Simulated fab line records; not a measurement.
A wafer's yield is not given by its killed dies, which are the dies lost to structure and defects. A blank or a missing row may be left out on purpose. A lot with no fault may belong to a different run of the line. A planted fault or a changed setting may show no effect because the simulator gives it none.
Code-filled problem report in 8D (eight disciplines) form / flow gf180mcu / the parts of the form that need people (team, actions taken, sign-off) are left out

1. WHAT WENT WRONG
Mean of biasW at GF_V3_ETCH_17: 1300 W across 2 wafers in 2 lots; on wafers with no fault it is 1200 W (standard deviation 3.9). Relative to the usual mean, that is a shift of +26 standard deviations.
The step: etches SiO2 in C4F8/O2/Ar, stops on TiN, target depth 635 nm.
First seen on wafer L761.3, day 26 04:00, on rieDiel-01. The record holds 18 wafers of 6 lots with a number at this step. By rule, "out" or "out of limits" means more than 4 standard deviations away from the usual mean. The rest of the wafers with a number are treated as sound.

2. WHAT IT IS AND WHAT IT IS NOT
question=which readings at this step | is=biasW | is not=oesProductAu
question=which lots | is=L761, L764 | is not=L753, L766, L770, L773
question=which wafers of those lots | is=L761.3, L764.1 | is not=L761.2, L761.4, L764.4, L764.5
question=read on which tools | is=rieDiel-01 | is not=rieDiel-02, rieDiel-04
question=when | is=from day 26 04:00 | is not=up to then (5 sound wafers); but 11 sound wafers of L764, L766, L770, L773 came after

3. WHAT RULES OUT EACH SUSPECT
Counting: if a tool at a process step up to the reading ran every lot that is out, it stays a suspect. Sound lots after the first of them don't rule it out here, since some wafers of a struck lot are sound.
- rieDiel-01 at GF_V3_ETCH_16 (etches BARC in N2/H2): kept. It ran every lot that is out, first L761 (day 26 04:37).
- rieDiel-01 at GF_V3_ETCH_17 (etches SiO2 in C4F8/O2/Ar, stops on TiN, target depth 635 nm): kept. It ran every lot that is out, first L761 (day 26 04:00). Its own readings are out on those wafers: biasW.
- In rieDiel-01 at GF_V3_ETCH_16, the wafers that are out were processed in chamber 3 and their sound lot-mates in chambers 0, 1.
- In rieDiel-01 at GF_V3_ETCH_17, the wafers that are out were processed in chamber 3 and their sound lot-mates in chambers 0, 1.
After counting, rieDiel-01 at GF_V3_ETCH_16 and rieDiel-01 at GF_V3_ETCH_17 remain.

4. THE CAUSE (what the simulator had put in)
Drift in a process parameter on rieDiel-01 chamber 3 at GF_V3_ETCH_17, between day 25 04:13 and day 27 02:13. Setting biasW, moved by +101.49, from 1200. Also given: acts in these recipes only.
Counting leaves 2 suspects; this tool is one of them.

5. THE EFFECT CHAIN, in route order
One row per reading whose mean, taken over the struck wafers that have a number, lies over 3 standard deviations from the usual. Only readings whose record carries a usual standard deviation are examined. hours: median over the lots of the time between each lot's start at the first step of this table that gives one and its start at this step. sigmas: the change, counted in usual standard deviations.
hours=0; step=GF_V3_ETCH_17; reading=biasW; usual=1200 W; on struck wafers=1300; change=+100; sigmas=+26
Its process steps:
- GF_V3_ETCH_17: etches SiO2 in C4F8/O2/Ar, stops on TiN, target depth 635 nm.

6. WHAT WOULD HAVE CAUGHT IT SOONER
In this record the first reading out of limits was taken at day 26 04:00, 24 hours after the fault began at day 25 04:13.
